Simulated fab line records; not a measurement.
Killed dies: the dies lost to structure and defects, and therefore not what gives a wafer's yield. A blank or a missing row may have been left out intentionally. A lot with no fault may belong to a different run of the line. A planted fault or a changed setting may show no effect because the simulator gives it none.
A struck lot beside a sound one / flow sky130 / 25 steps out of a route of 708
Sound: wafers L734.2, L734.3, L734.6. Wafers L743.3, L743.4, L743.5 were the ones struck. Last of all comes the cause.
Per side, at each step with rows, come the tool, then ch with its chambers, and then its first start. Under that, the readings that differ: sound wafers / struck wafers / difference of the means / sigmas: that difference in standard deviations of wafers without a fault.
alike: same words and numbers on both sides, and readings whose means sit less than 2 such deviations apart. not compared: any withheld reading, any reading some wafer has no value for, any bound like >300 that may hide the same value, and any number with overlapping values for which the record gives no deviation.
A row with sigmas, a row that says differs or no value, or rows on one side alone: a step with any of these is where the two part. Numbers that don't overlap but have no deviation are shown without sigmas and don't part them. A reading that every wafer of one side lacks parts them only if that side has two wafers or more.

SKY_POLY_CUT_ETCH_11: etches Si3N4 in CF4/CH2F2/Ar, stops on poly-Si, time 42.5 s, target depth 60 nm.
  sound on rieDiel-02 ch 0,3, day 25 02:55; struck on rieDiel-02 ch 1,3, day 28 12:48
  alike: ch2f2FlowSccm, drypumpMotorCurrentA, oesProductAu, throttleValvePct
  not compared: rfHoursCounterH
SKY_POLY_CUT_STRIP_12: strips in O2/N2.
  sound on plasmaAsher-02 ch 0,1, day 25 02:58; struck on plasmaAsher-01 ch 0,1, day 28 12:52
  alike: chamberPressureMTorr, drypumpMotorCurrentA, oesProductAu, stripTimeToEndpointS
  not compared: rfHoursCounterH
then, 7 steps without rows for these wafers: SKY_SD_P_DEHYDRATE_00 (time 60 s); SKY_SD_P_HMDS_01 (prime time 60 s); SKY_SD_P_COAT_02 (resist thk 1140 nm); SKY_SD_P_SOFTBAKE_03 (time 60 s); SKY_SD_P_EXPOSE_04 (exposes mask PSDM, target cd 380 nm); SKY_SD_P_PEB_05; SKY_SD_P_DEVELOP_06 (develop time 60 s).
SKY_SD_P_CD_MEAS_07 targets a cd of 380 nm.
  struck on cdSem-02, day 29 17:15; sound on cdSem-01, day 26 07:59
  alike: cdNm
SKY_SD_P_OVL_MEAS_08:
  struck on overlay-02, day 29 17:20; sound on overlay-02, day 26 08:06
  alike: SD_P_OVL
after that, 1 step had no rows for these wafers: SKY_SD_P_IMPLANT_09.
SKY_SD_P_STRIP_10: strips in O2/N2.
  sound on plasmaAsher-03 ch 0,1, day 26 08:17; struck on plasmaAsher-03 ch 0,1, day 29 17:33
  no value came back on the struck wafers for any of 5 readings (chamberPressureMTorr (mTorr), drypumpMotorCurrentA (A) and others); on the sound wafers chamberPressureMTorr (mTorr) reads 1500.1 1499.4 1499.4
reading=model.NOVOLAK_of_SD_P_COAT_02.thkNm (nm); sound=0 0 0; struck=1132 1134 1135; difference=+1134; sigmas=
  not compared: rfHoursCounterH
SKY_SD_P_TW_MEAS_11:
  struck on filmMetro-02, day 29 17:38; sound on filmMetro-04, day 26 08:23
  alike: SD_P_TW
then, 8 steps without rows for these wafers: SKY_RES_XHIGH_DEHYDRATE_00 (time 60 s); SKY_RES_XHIGH_HMDS_01 (prime time 60 s); SKY_RES_XHIGH_COAT_02 (resist thk 1140 nm); SKY_RES_XHIGH_SOFTBAKE_03 (time 60 s); SKY_RES_XHIGH_EXPOSE_04 (exposes mask URPM, target cd 1270 nm); SKY_RES_XHIGH_PEB_05; SKY_RES_XHIGH_DEVELOP_06 (develop time 60 s); SKY_RES_XHIGH_IMPLANT_07.
SKY_RES_XHIGH_STRIP_08: strips in O2/N2.
  sound on plasmaAsher-03 ch 0, day 27 12:56; struck on plasmaAsher-03 ch 0,1, day 30 21:38
reading=stripTimeToEndpointS (s); sound=14.35 14.29 14.33; struck=31.21 31.22 31.24; difference=+16.90; sigmas=+99 or more
  alike: chamberPressureMTorr, drypumpMotorCurrentA, oesProductAu
  not compared: rfHoursCounterH
SKY_RES_XHIGH_TW_MEAS_09:
  struck on filmMetro-02, day 30 21:43; sound on filmMetro-02, day 27 13:03
reading=RES_XHIGH_TW; sound=1620 1621 1615; struck=30 30 30; difference=-1589; sigmas=-99 or more
then, 1 step without rows for these wafers: SKY_SD_N_DEHYDRATE_00 (time 60 s).

WHERE THEY PART
Last at SKY_RES_XHIGH_TW_MEAS_09 as far as this record goes, first at SKY_SD_P_STRIP_10.

WHY: what the simulator had put in
Beginning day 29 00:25, the whole step at SKY_SD_P_STRIP_10 was skipped on plasmaAsher-03. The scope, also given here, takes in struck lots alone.
